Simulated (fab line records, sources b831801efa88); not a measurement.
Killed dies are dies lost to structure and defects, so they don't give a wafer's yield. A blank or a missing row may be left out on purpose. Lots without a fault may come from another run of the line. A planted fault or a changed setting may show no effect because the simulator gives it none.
Chamber matching | flow gf180mcu | GF_M5_ETCH_09 on rie_diel-04: 4 sister chambers
The step etches Si3N4 in CF4/O2, target depth 52 nm, time 11.6 s. 18 wafers are shown with their chamber, then 9 later ones without.

WAFERS WITH THEIR CHAMBER
wafer  | chamber | drypump_motor_current_A (A) | oes_product_au (a.u.) | chamber_pressure_mTorr (mTorr)
L074.3 | 3       | 5.3                         | 0.988                 | 150.05
L074.5 | 3       | 5.3                         | 0.979                 | 150.15
L074.6 | 0       | 5.9                         | 0.999                 | 149.79
L078.1 | 3       | 5.2                         | 0.999                 | 149.93
L078.2 | 0       | 5.9                         | 1.003                 | 149.68
L078.4 | 2       | 5.2                         | 1.002                 | 149.77
L080.3 | 1       | 5.8                         | 1.008                 | 149.71
L080.5 | 3       | 5.3                         | 0.990                 | 149.96
L080.6 | 0       | 5.9                         | 1.010                 | 149.73
L081.1 | 0       | 5.9                         | 0.994                 | 149.95
L081.2 | 2       | 5.1                         | 0.988                 | 149.98
L081.6 | 3       | 5.3                         | 0.987                 | 149.96
L085.2 | 3       | 5.3                         | 0.983                 | 150.01
L085.3 | 0       | 5.9                         | 1.003                 | 149.99
L085.5 | 3       | 5.3                         | 0.983                 | 150.04
L087.4 | 1       | 5.8                         | 1.005                 | 149.83
L087.5 | 0       | 5.9                         | 1.000                 | 149.72
L087.6 | 3       | 5.3                         | 0.988                 | 150.17

SIGNATURES (means of the wafers above)
reading                 | chamber 0 | chamber 1 | chamber 2 | chamber 3 | scatter within a chamber
drypump_motor_current_A | 5.900     | 5.800     | 5.150     | 5.287     | 0.0313
oes_product_au          | 1.00150   | 1.00650   | 0.99500   | 0.98713   | 0.00595
chamber_pressure_mTorr  | 149.8100  | 149.7700  | 149.8750  | 150.0337  | 0.109
Rule: a wafer's distance from a chamber is the root of the sum, over the readings, of the square of ((its reading less the chamber's mean) divided by the reading's scatter). The wafer belongs to the nearest chamber; if the next one is less than 2 further off, it can't be placed. The scatter: the root of (the sum of the squares of (reading less its chamber's mean) over the shown wafers, divided by (wafers less chambers)).

WAFERS WITHOUT THEIR CHAMBER
wafer  | drypump_motor_current_A (A) | oes_product_au (a.u.) | chamber_pressure_mTorr (mTorr)
L090.4 | 5.2                         | 0.988                 | 150.18
L090.5 | 5.2                         | 0.994                 | 149.88
L090.6 | 5.8                         | 0.998                 | 149.95
L095.3 | 5.1                         | 1.002                 | 149.97
L095.5 | 5.1                         | 1.003                 | 149.92
L095.6 | 5.8                         | 0.994                 | 149.98
L097.4 | 5.3                         | 0.986                 | 149.89
L097.5 | 5.8                         | 0.982                 | 149.94
L097.6 | 5.9                         | 0.991                 | 150.06

WHICH CHAMBER EACH WENT THROUGH
wafer  | from the rows above     | in truth
L090.4 | can't be placed: 3 or 2 | 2
L090.5 | can't be placed: 2 or 3 | 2
L090.6 | can't be placed: 1 or 0 | 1
L095.3 | 2                       | 2
L095.5 | 2                       | 2
L095.6 | can't be placed: 1 or 0 | 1
L097.4 | 3                       | 3
L097.5 | can't be placed: 1 or 0 | 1
L097.6 | 0                       | 0
Placed correctly: 4 of 9. Can't be placed from these rows: 5 (the true chamber is among the candidates in 5). Placed wrongly: 0.
